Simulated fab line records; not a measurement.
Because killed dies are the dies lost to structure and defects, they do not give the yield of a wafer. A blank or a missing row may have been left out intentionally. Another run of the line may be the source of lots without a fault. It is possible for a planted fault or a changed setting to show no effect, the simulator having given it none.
Chamber matching || flow sky130 || SKY_LI_CONTACT_ETCH_15 on rieDiel-01: 4 sister chambers
The step etches PSG in C4F8/O2/Ar, stops on Si, target depth 600 nm. 8 wafers are shown with their chamber, then 8 later ones without.

## EACH WAFER AND ITS CHAMBER
{"wafer": "L211.6", "chamber": 0, "oesProductAu (a.u.)": 0.835}
{"wafer": "L213.4", "chamber": 2, "oesProductAu (a.u.)": 0.837}
{"wafer": "L215.1", "chamber": 2, "oesProductAu (a.u.)": 0.833}
{"wafer": "L220.2", "chamber": 3, "oesProductAu (a.u.)": 0.839}
{"wafer": "L220.5", "chamber": 3, "oesProductAu (a.u.)": 0.832}
{"wafer": "L219.4", "chamber": 1, "oesProductAu (a.u.)": 0.842}
{"wafer": "L219.5", "chamber": 0, "oesProductAu (a.u.)": 0.842}
{"wafer": "L221.2", "chamber": 1, "oesProductAu (a.u.)": 0.827}

## WAFERS WITHOUT THEIR CHAMBER
{"wafer": "L221.3", "oesProductAu (a.u.)": 0.839}
{"wafer": "L221.5", "oesProductAu (a.u.)": 0.831}
{"wafer": "L223.1", "oesProductAu (a.u.)": 0.836}
{"wafer": "L223.2", "oesProductAu (a.u.)": 0.835}
{"wafer": "L223.3", "oesProductAu (a.u.)": 0.833}
{"wafer": "L225.1", "oesProductAu (a.u.)": 0.832}
{"wafer": "L225.2", "oesProductAu (a.u.)": 0.833}
{"wafer": "L225.4", "oesProductAu (a.u.)": 0.835}

## WHICH CHAMBER EACH ONE RAN IN
{"wafer": "L221.3", "from the rows above": "can't be placed: 0 or 3 or 2 or 1", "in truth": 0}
{"wafer": "L221.5", "from the rows above": "can't be placed: 1 or 2 or 3 or 0", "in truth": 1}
{"wafer": "L223.1", "from the rows above": "can't be placed: 3 or 2 or 1 or 0", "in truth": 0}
{"wafer": "L223.2", "from the rows above": "can't be placed: 2 or 1 or 3 or 0", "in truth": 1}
{"wafer": "L223.3", "from the rows above": "can't be placed: 1 or 2 or 3 or 0", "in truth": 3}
{"wafer": "L225.1", "from the rows above": "can't be placed: 1 or 2 or 3 or 0", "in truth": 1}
{"wafer": "L225.2", "from the rows above": "can't be placed: 1 or 2 or 3 or 0", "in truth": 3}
{"wafer": "L225.4", "from the rows above": "can't be placed: 2 or 1 or 3 or 0", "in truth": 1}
Placed correctly: 0 of 8. Cannot be placed on the basis of these rows: 8; the candidates contain the true chamber in 8. 0 placed wrongly.
How it was worked out, from the rows above alone: a wafer's distance from a chamber is the root of the sum, over the readings, of the square of ((its reading less the chamber's mean) divided by the reading's scatter). The wafer belongs to the nearest chamber; if the next one is less than 2 further off, it can't be placed. For every chamber, the mean is computed from those of its wafers that are shown. The scatter: take each reading less its chamber's mean, square it, sum over the shown wafers, divide by the number of wafers less the number of chambers, and take the root.
